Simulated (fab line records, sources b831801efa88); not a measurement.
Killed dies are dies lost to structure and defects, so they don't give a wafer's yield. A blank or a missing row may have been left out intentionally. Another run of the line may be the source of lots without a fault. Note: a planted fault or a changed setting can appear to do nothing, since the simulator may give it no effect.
Which tool did it?	flow gf180mcu	72 wafers from 24 lots sampled at 6 of the route's 602 steps

WHAT THE GAUGES SHOWED, per wafer
GF_M2_RS_MEAS_05: a four-point-probe measurement. Usual: M2_ALCU_RS typically reads 0.0695 ohm/sq, with standard deviation 0.00058.
lot	measured	on	M2_ALCU_RS (ohm/sq)	flag
L074	day 18 07:15	film-metro-02	0.0690 0.0700 0.0699	
L075	day 18 19:29	film-metro-01	0.0686 0.0687 0.0685	
L076	day 19 01:08	film-metro-02	0.0694 0.0699 0.0696	
L077	day 19 11:19	film-metro-02	0.0688 0.0689 0.0685	
L078	day 19 22:11	film-metro-01	0.0689 0.0693 0.0689	
L079	day 20 03:30	film-metro-03	0.0689 0.0687 0.0690	
L080	day 20 18:25	film-metro-01	0.0704 0.0696 0.0700	
L081	day 21 05:07	film-metro-03	0.0697 0.0690 0.0695	
L082	day 21 10:52	film-metro-01	0.0697 0.0702 0.0694	
L083	day 21 14:53	film-metro-03	0.0701 0.0700 0.0692	
L084	day 22 06:08	film-metro-02	0.0693 0.0684 0.0692	
L085	day 22 11:36	film-metro-02	0.0699 0.0689 0.0705	
L086	day 23 03:38	film-metro-02	0.0697 0.0697 0.0688	
L087	day 23 03:59	film-metro-03	0.0696 0.0691 0.0698	
L088	day 23 10:25	film-metro-02	0.0694 0.0698 0.0700	
L089	day 23 23:33	film-metro-02	0.0694 0.0682 0.0690	
L090	day 24 07:35	film-metro-02	0.0690 0.0699 0.0697	
L091	day 24 10:05	film-metro-02	0.0702 0.0700 0.0702	
L092	day 24 17:01	film-metro-01	0.0702 0.0696 0.0700	
L093	day 25 07:42	film-metro-02	0.0698 0.0697 0.0702	
L094	day 25 12:32	film-metro-02	0.0703 0.0694 0.0694	
L095	day 25 16:33	film-metro-02	0.0698 0.0695 0.0700	
L096	day 25 20:04	film-metro-02	0.0696 0.0703 0.0701	
L097	day 26 07:08	film-metro-03	0.0707 0.0700 0.0698	

GF_V4_BOW_MEAS_05. Usual: V4_BOW typically reads 135 um, with standard deviation 8.8.
lot	measured	on	V4_BOW (um)	flag
L074	day 23 12:37	film-metro-01	130 133 141	
L075	day 24 00:12	film-metro-03	122 113 112	
L076	day 24 05:31	film-metro-03	138 130 135	
L077	day 24 15:25	film-metro-03	134 131 135	
L078	day 25 01:20	film-metro-03	134 144 131	
L079	day 25 06:44	film-metro-01	127 131 130	
L080	day 25 19:41	film-metro-01	149 140 130	
L081	day 26 03:14	film-metro-04	141 148 141	
L082	day 26 09:49	film-metro-01	129 132 129	
L083	day 26 13:24	film-metro-04	135 147 137	
L084	day 27 01:26	film-metro-01	129 124 136	
L085	day 27 07:08	film-metro-03	137 144 141	
L086	day 27 20:40	film-metro-04	137 143 145	
L087	day 27 21:32	film-metro-03	131 137 128	
L088	day 28 03:47	film-metro-03	146 140 142	
L089	day 28 14:40	film-metro-03	148 132 146	
L090	day 28 22:20	film-metro-04	128 134 124	
L091	day 28 23:50	film-metro-04	118 117 119	
L092	day 29 05:44	film-metro-03	138 136 141	
L093	day 29 19:23	film-metro-01	134 136 123	
L094	day 29 23:49	film-metro-04	139 135 157	
L095	day 30 03:46	film-metro-01	128 127 135	
L096	day 30 05:56	film-metro-03	112 132 124	
L097	day 30 15:52	film-metro-04	148 140 145	

WHAT TOOL EACH LOT RAN ON (gives the tool, then ch and the chambers of the sampled wafers, and finally the start)
lot	GF_DNWELL_STRIP_08	GF_CONTACT_ETCH_16	GF_M2_SPUTTER_02	GF_M4_SPUTTER_02
L074	plasma-asher-01 ch 0, day 2 19:18	rie-diel-02 ch 1,2,3, day 16 04:45	pvd-sputter-04, day 18 07:08	pvd-sputter-04, day 22 12:32
L075	plasma-asher-03 ch 0,1, day 3 00:18	rie-diel-03 ch 0,2,3, day 16 16:16	pvd-sputter-02, day 18 19:23	pvd-sputter-02, day 23 00:40
L076	plasma-asher-04 ch 0,1, day 3 07:09	rie-diel-03 ch 1,2,3, day 16 19:57	pvd-sputter-02, day 19 00:59	pvd-sputter-02, day 23 06:07
L077	plasma-asher-03 ch 0,1, day 3 10:20	rie-diel-01 ch 1,2, day 17 06:54	pvd-sputter-02, day 19 11:10	pvd-sputter-02, day 23 15:48
L078	plasma-asher-03 ch 0,1, day 3 15:52	rie-diel-03 ch 0,1,2, day 17 17:57	pvd-sputter-01, day 19 22:05	pvd-sputter-01, day 24 02:11
L079	plasma-asher-04 ch 0,1, day 3 19:59	rie-diel-02 ch 0,1, day 17 22:14	pvd-sputter-04, day 20 03:25	pvd-sputter-01, day 24 07:13
L080	plasma-asher-01 ch 0,1, day 4 03:49	rie-diel-03 ch 1,2,3, day 18 13:27	pvd-sputter-01, day 20 18:19	pvd-sputter-01, day 24 20:41
L081	plasma-asher-03 ch 0,1, day 4 09:13	rie-diel-01 ch 0,2,3, day 18 23:51	pvd-sputter-04, day 21 04:59	pvd-sputter-04, day 25 05:02
L082	plasma-asher-01 ch 0,1, day 4 13:23	rie-diel-02 ch 0,1,2, day 19 05:50	pvd-sputter-01, day 21 10:46	pvd-sputter-04, day 25 11:11
L083	plasma-asher-03 ch 0,1, day 4 16:30	rie-diel-03 ch 0,2,3, day 19 09:54	pvd-sputter-02, day 21 14:48	pvd-sputter-04, day 25 15:12
L084	plasma-asher-01 ch 0,1, day 5 00:33	rie-diel-02 ch 0,1, day 20 01:21	pvd-sputter-02, day 22 06:03	pvd-sputter-01, day 26 03:02
L085	plasma-asher-03 ch 0,1, day 5 05:29	rie-diel-02 ch 0,2,3, day 20 07:05	pvd-sputter-02, day 22 11:29	pvd-sputter-01, day 26 09:05
L086	plasma-asher-03 ch 0,1, day 5 10:17	rie-diel-01 ch 0,1,3, day 21 00:17	pvd-sputter-02, day 23 03:32	pvd-sputter-02, day 26 23:25
L087	plasma-asher-01 ch 0,1, day 5 16:36	rie-diel-02 ch 0,3, day 21 00:38	pvd-sputter-01, day 23 03:53	pvd-sputter-04, day 27 00:33
L088	plasma-asher-01 ch 1, day 5 21:38	rie-diel-02 ch 0,1,3, day 21 07:39	pvd-sputter-01, day 23 10:19	pvd-sputter-02, day 27 06:20
L089	plasma-asher-04 ch 0,1, day 6 02:42	rie-diel-01 ch 0,1,3, day 21 20:22	pvd-sputter-02, day 23 23:28	pvd-sputter-02, day 27 18:05
L090	plasma-asher-04 ch 0,1, day 6 08:05	rie-diel-03 ch 0,1,3, day 22 06:07	pvd-sputter-04, day 24 07:26	pvd-sputter-04, day 28 01:20
L091	plasma-asher-03 ch 0,1, day 6 14:32	rie-diel-02 ch 0,3, day 22 08:08	pvd-sputter-01, day 24 09:58	pvd-sputter-04, day 28 03:22
L092	plasma-asher-03 ch 0, day 6 20:02	rie-diel-02 ch 1,2, day 22 16:00	pvd-sputter-04, day 24 16:56	pvd-sputter-02, day 28 08:53
L093	plasma-asher-04 ch 0,1, day 7 00:36	rie-diel-02 ch 1,2, day 23 06:23	pvd-sputter-02, day 25 07:37	pvd-sputter-01, day 28 22:58
L094	plasma-asher-01 ch 0,1, day 7 07:29	rie-diel-02 ch 0,1,2, day 23 12:14	pvd-sputter-01, day 25 12:26	pvd-sputter-04, day 29 03:32
L095	plasma-asher-04 ch 0, day 7 10:50	rie-diel-03 ch 0,1,2, day 23 16:37	pvd-sputter-01, day 25 16:26	pvd-sputter-01, day 29 07:46
L096	plasma-asher-04 ch 0,1, day 7 14:56	rie-diel-01 ch 1,2,3, day 23 20:08	pvd-sputter-01, day 25 19:58	pvd-sputter-02, day 29 09:36
L097	plasma-asher-04 ch 0,1, day 7 23:16	rie-diel-02 ch 1,2,3, day 24 06:26	pvd-sputter-02, day 26 07:02	pvd-sputter-02, day 29 19:56
- GF_DNWELL_STRIP_08: strips in O2/N2.
- GF_CONTACT_ETCH_16: etches BARC in N2/H2.
- GF_M2_SPUTTER_02: material AlCu, target thk 450 nm, time 23.9 s.
- GF_M4_SPUTTER_02: material AlCu, target thk 450 nm, time 23.9 s.

AS READ BY THE TOOLS THEMSELVES (means over the sampled wafers that have a number; for cases with no such wafer, the mark the record gives instead)
GF_DNWELL_STRIP_08. Usual: drypump-motor-current-A 5.9 A, standard deviation 0.67; heater-power-w 329 W, standard deviation 27; oes-product-au 0.723 a.u., standard deviation 0.0046; strip-time-to-endpoint-s 37.03 s, standard deviation 0.095.
lot	tool	drypump-motor-current-A (A)	heater-power-w (W)	oes-product-au (a.u.)	strip-time-to-endpoint-s (s)	flag
L074	plasma-asher-01	5.6	295	0.725	37.13	
L075	plasma-asher-03	6.4	341	0.722	36.98	
L076	plasma-asher-04	6.0	339	0.721	37.10	
L077	plasma-asher-03	6.4	340	0.726	37.08	
L078	plasma-asher-03	6.2	325	0.722	37.03	
L079	plasma-asher-04	5.4	359	0.723	37.01	
L080	plasma-asher-01	5.7	302	0.720	37.01	
L081	plasma-asher-03	6.4	347	0.729	36.82	
L082	plasma-asher-01	5.7	301	0.726	37.04	
L083	plasma-asher-03	6.2	321	0.724	36.95	
L084	plasma-asher-01	5.7	305	0.721	37.00	
L085	plasma-asher-03	6.4	340	0.722	37.02	
L086	plasma-asher-03	6.2	322	0.725	37.11	
L087	plasma-asher-01	5.6	303	0.722	36.97	
L088	plasma-asher-01	5.8	317	0.717	36.98	
L089	plasma-asher-04	6.0	337	0.726	37.10	
L090	plasma-asher-04	6.1	339	0.720	37.05	
L091	plasma-asher-03	6.4	339	0.722	37.04	
L092	plasma-asher-03	6.6	361	0.720	36.92	
L093	plasma-asher-04	6.0	339	0.723	37.04	
L094	plasma-asher-01	5.6	300	0.723	37.10	
L095	plasma-asher-04	6.7	327	0.723	37.17	
L096	plasma-asher-04	6.0	342	0.722	37.10	
L097	plasma-asher-04	5.4	353	0.724	37.02	

GF_CONTACT_ETCH_16. Usual: drypump-motor-current-A 5.36 A, standard deviation 0.24; oes-product-au 0.854 a.u., standard deviation 0.0046; throttle-valve-pct 13.223 %, standard deviation 0.0095.
lot	tool	drypump-motor-current-A (A)	oes-product-au (a.u.)	throttle-valve-pct (%)	flag
L074	rie-diel-02	5.38	0.856	13.221	
L075	rie-diel-03	5.19	0.854	13.225	
L076	rie-diel-03	5.16	0.854	13.221	
L077	rie-diel-01	5.18	0.853	13.229	
L078	rie-diel-03	5.27	0.861	13.222	
L079	rie-diel-02	5.44	0.856	13.214	
L080	rie-diel-03	5.17	0.854	13.220	
L081	rie-diel-01	5.43	0.851	13.224	
L082	rie-diel-02	5.38	0.852	13.226	
L083	rie-diel-03	5.18	0.853	13.230	
L084	rie-diel-02	5.56	0.859	13.217	
L085	rie-diel-02	5.25	0.853	13.229	
L086	rie-diel-01	5.57	0.854	13.218	
L087	rie-diel-02	5.36	0.847	13.234	
L088	rie-diel-02	5.45	0.852	13.231	
L089	rie-diel-01	5.56	0.852	13.223	
L090	rie-diel-03	5.36	0.854	13.225	
L091	rie-diel-02	5.35	0.852	13.231	
L092	rie-diel-02	5.30	0.853	13.226	
L093	rie-diel-02	5.29	0.851	13.222	
L094	rie-diel-02	5.38	0.854	13.222	
L095	rie-diel-03	5.27	0.855	13.229	
L096	rie-diel-01	5.34	0.853	13.223	
L097	rie-diel-02	5.38	0.855	13.228	

GF_M2_SPUTTER_02. Usual: throttle-valve-pct 30.1 %, standard deviation 1.4.
lot	tool	throttle-valve-pct (%)	flag
L074	pvd-sputter-04	30.6	
L075	pvd-sputter-02	30.7	
L076	pvd-sputter-02	29.3	
L077	pvd-sputter-02	30.7	
L078	pvd-sputter-01	30.0	
L079	pvd-sputter-04	30.6	
L080	pvd-sputter-01	29.9	
L081	pvd-sputter-04	30.2	
L082	pvd-sputter-01	29.8	
L083	pvd-sputter-02	29.8	
L084	pvd-sputter-02	29.6	
L085	pvd-sputter-02	30.9	
L086	pvd-sputter-02	31.1	
L087	pvd-sputter-01	29.2	
L088	pvd-sputter-01	29.6	
L089	pvd-sputter-02	30.8	
L090	pvd-sputter-04	30.8	
L091	pvd-sputter-01	29.4	
L092	pvd-sputter-04	30.1	
L093	pvd-sputter-02	30.1	
L094	pvd-sputter-01	29.5	
L095	pvd-sputter-01	28.6	
L096	pvd-sputter-01	29.9	
L097	pvd-sputter-02	30.5	

GF_M4_SPUTTER_02. Usual: throttle-valve-pct 30.2 %, standard deviation 1.3.
lot	tool	throttle-valve-pct (%)	flag
L074	pvd-sputter-04	30.6	
L075	pvd-sputter-02	30.5	
L076	pvd-sputter-02	29.3	
L077	pvd-sputter-02	30.8	
L078	pvd-sputter-01	30.0	
L079	pvd-sputter-01	29.3	
L080	pvd-sputter-01	30.1	
L081	pvd-sputter-04	30.7	
L082	pvd-sputter-04	30.2	
L083	pvd-sputter-04	30.1	
L084	pvd-sputter-01	30.1	
L085	pvd-sputter-01	30.1	
L086	pvd-sputter-02	30.4	
L087	pvd-sputter-04	30.8	
L088	pvd-sputter-02	30.6	
L089	pvd-sputter-02	30.2	
L090	pvd-sputter-04	30.0	
L091	pvd-sputter-04	30.8	
L092	pvd-sputter-02	29.6	
L093	pvd-sputter-01	29.2	
L094	pvd-sputter-04	30.5	
L095	pvd-sputter-01	29.3	
L096	pvd-sputter-02	29.9	
L097	pvd-sputter-02	29.9	

THE ANSWER, worked out from the rows above alone
Rule: a lot counts as off when the mean over its wafers that have a number is more than 3 standard deviations away from the usual mean. A lot without any number at a reading at which 4 lots or more have one is off too. All remaining lots with rows at the step are treated as sound. Order of review: gauges by route order, followed by the tools' own readings, for which a lot's mean as printed above is used. The first step at which some lot is off is used, and at that step the reading that is off furthest; a lot without a number counts as furthest.
No lot is off at any reading shown: from this, nothing can be told.

WHAT THE SIMULATOR HAD PUT IN
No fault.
